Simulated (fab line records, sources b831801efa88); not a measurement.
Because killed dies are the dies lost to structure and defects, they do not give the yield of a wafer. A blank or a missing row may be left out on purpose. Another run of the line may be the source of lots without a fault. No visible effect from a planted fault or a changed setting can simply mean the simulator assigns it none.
Struck lot and sound lot, side by side || flow sky130 || 17 out of 708 route steps
Sound: these wafers, L239.2, L239.3, L239.6. Wafers L245.4, L245.5, L245.6 were the ones struck. At the end, the cause is stated.
Each step with rows lists, per side, the tool, then ch with its chambers, then its first start. Under that, the readings that differ: sound wafers || struck wafers || difference of the means || sigmas: that difference in standard deviations of wafers without a fault.
alike: readings whose means differ by less than 2 such deviations, and words and numbers that are the same on both sides. not compared: withheld readings, readings that some wafer has no value for, bounds like >300 that may hide the same value, and numbers for which the record gives no deviation and whose values overlap.
A row with sigmas, a row that says differs or no value, or rows on one side alone: a step with any of these is where the two part. Numbers that have no deviation but don't overlap get no sigmas and don't part them. A reading missing from all wafers of one side parts the sides only when that side holds two or more wafers.

SKY_VT_ADJUST_LVTN_OVL_MEAS_07:
  struck on overlay-01, day 10 03:02; sound on overlay-02, day 8 11:29
  alike: VT_ADJUST_LVTN_OVL
next, for these wafers, 1 step has no rows: SKY_VT_ADJUST_LVTN_IMPLANT_08.
SKY_VT_ADJUST_LVTN_STRIP_09: strips in O2/N2.
  sound on plasma asher-03 ch 0,1, day 8 11:40; struck on plasma asher-02 ch 0,1, day 10 03:14
  alike: drypump motor current A, n2 flow sccm, oes product au, strip time to endpoint s
  not compared: rf hours counter h
SKY_VT_ADJUST_LVTN_TW_MEAS_10:
  struck on film metro-03, day 10 03:20; sound on film metro-03, day 8 11:46
  alike: VT_ADJUST_LVTN_TW
then, 7 steps without rows for these wafers: SKY_VT_ADJUST_LVTN_DEHYDRATE_11 (time 60 s); SKY_VT_ADJUST_LVTN_HMDS_12 (prime time 60 s); SKY_VT_ADJUST_LVTN_COAT_13 (resist thk 1140 nm); SKY_VT_ADJUST_LVTN_SOFTBAKE_14 (time 60 s); SKY_VT_ADJUST_LVTN_EXPOSE_15 (exposes mask HVN STD DERIVED, target cd 600 nm); SKY_VT_ADJUST_LVTN_PEB_16; SKY_VT_ADJUST_LVTN_DEVELOP_17 (develop time 60 s).
SKY_VT_ADJUST_LVTN_OVL_MEAS_18:
  struck on overlay-02, day 11 00:59; sound on overlay-02, day 9 08:44
{"reading": "VT_ADJUST_LVTN_01_OVL (nm)", "sound": "-0.2 0.6 1.9", "struck": "-2.4 -3.6 -4.0", "difference": -4.1, "sigmas": -2}
SKY_VT_ADJUST_LVTN_IMPLANT_19:
  sound on implanter-01 ch 0, day 9 08:47; struck on implanter-01 ch 0, day 11 01:05
{"reading": "dose ions cm2", "sound": "6.502e+11 6.492e+11 6.497e+11", "struck": "1.2025e+12 1.2022e+12 1.2014e+12", "difference": "+5.5233e+11", "sigmas": "+99 or more"}
{"reading": "faraday current uA", "sound": "3.58 3.63 3.65", "struck": "7.07 6.99 6.82", "difference": "+3.34", "sigmas": "+42"}
  alike: end station pressure torr
SKY_VT_ADJUST_LVTN_STRIP_20: strips in O2/N2.
  sound on plasma asher-02 ch 0,1, day 9 08:55; struck on plasma asher-02 ch 0,1, day 11 01:11
  alike: drypump motor current A, n2 flow sccm, oes product au, strip time to endpoint s
  not compared: rf hours counter h
SKY_VT_ADJUST_LVTN_TW_MEAS_21:
  struck on film metro-03, day 11 01:17; sound on film metro-01, day 9 09:02
{"reading": "VT_ADJUST_LVTN_2_TW", "sound": "185.7 186.0 185.5", "struck": "223.7 224.5 224.6", "difference": "+38.5", "sigmas": "+19"}
then, 1 step without rows for these wafers: SKY_VT_ADJUST_NCORE_DEHYDRATE_00 (time 60 s).
-- the record jumps here: 38 days lie between the struck wafers' starts before and after (it left off in module VT_ADJUST_NCORE and takes up again in module PAD_OPEN, whose first step shown is number 708 of the route) --
SKY_PAD_OPEN_PROBE_99:
  struck on prober-01, day 48 19:13; sound on prober-02, day 47 07:29
{"reading": "model.etest.pfet_16v.r on ohm um", "sound": "1.524e+04 1.537e+04 1.521e+04", "struck": "1.47e+04 1.49e+04 1.477e+04", "difference": -4.83e+02, "sigmas": ""}
{"reading": "model.etest.nfet_16v.r on ohm um", "sound": "1.401e+04 1.411e+04 1.399e+04", "struck": "1.451e+04 1.446e+04 1.445e+04", "difference": "+4.367e+02", "sigmas": ""}
{"reading": "model.etest.res pwell under gate.rs ohm sq", "sound": "2260 2292 2269", "struck": "2182 2185 2178", "difference": -92, "sigmas": ""}
{"reading": "model.etest.nfet g5v0d10v5.r on ohm um", "sound": "1872 1892 1878", "struck": "1974 1949 1952", "difference": "+78", "sigmas": ""}
{"reading": "model.etest.tip_n_5v.rs ohm sq", "sound": "1403 1401 1407", "struck": "1462 1452 1457", "difference": "+53", "sigmas": ""}
{"reading": "model.etest.nfet g5v0d10v5.drive ua um", "sound": "610.1 608 615.6", "struck": "565 570.5 570.5", "difference": -43, "sigmas": ""}
{"reading": "model.etest.nfet_16v.drive ua um", "sound": "223.2 222 226.7", "struck": "205.7 208.3 206.7", "difference": -17.1, "sigmas": ""}
{"reading": "model.etest.pfet_16v.drive ua um", "sound": "246.3 242.2 244.6", "struck": "258.4 255.9 253.6", "difference": "+11.6", "sigmas": ""}
  alike: killed_at_M0_to_M3, killed_at_M4_up, killed at contacts, killed at front end, killed at other, killed dies, killed open, killed short

## WHERE THEY PART
Earliest at SKY_VT_ADJUST_LVTN_OVL_MEAS_18; latest, in this record, at SKY_VT_ADJUST_LVTN_TW_MEAS_21. Later steps at which nothing parts them and some readings are alike: SKY_PAD_OPEN_PROBE_99.

WHY: the cause the simulator had injected
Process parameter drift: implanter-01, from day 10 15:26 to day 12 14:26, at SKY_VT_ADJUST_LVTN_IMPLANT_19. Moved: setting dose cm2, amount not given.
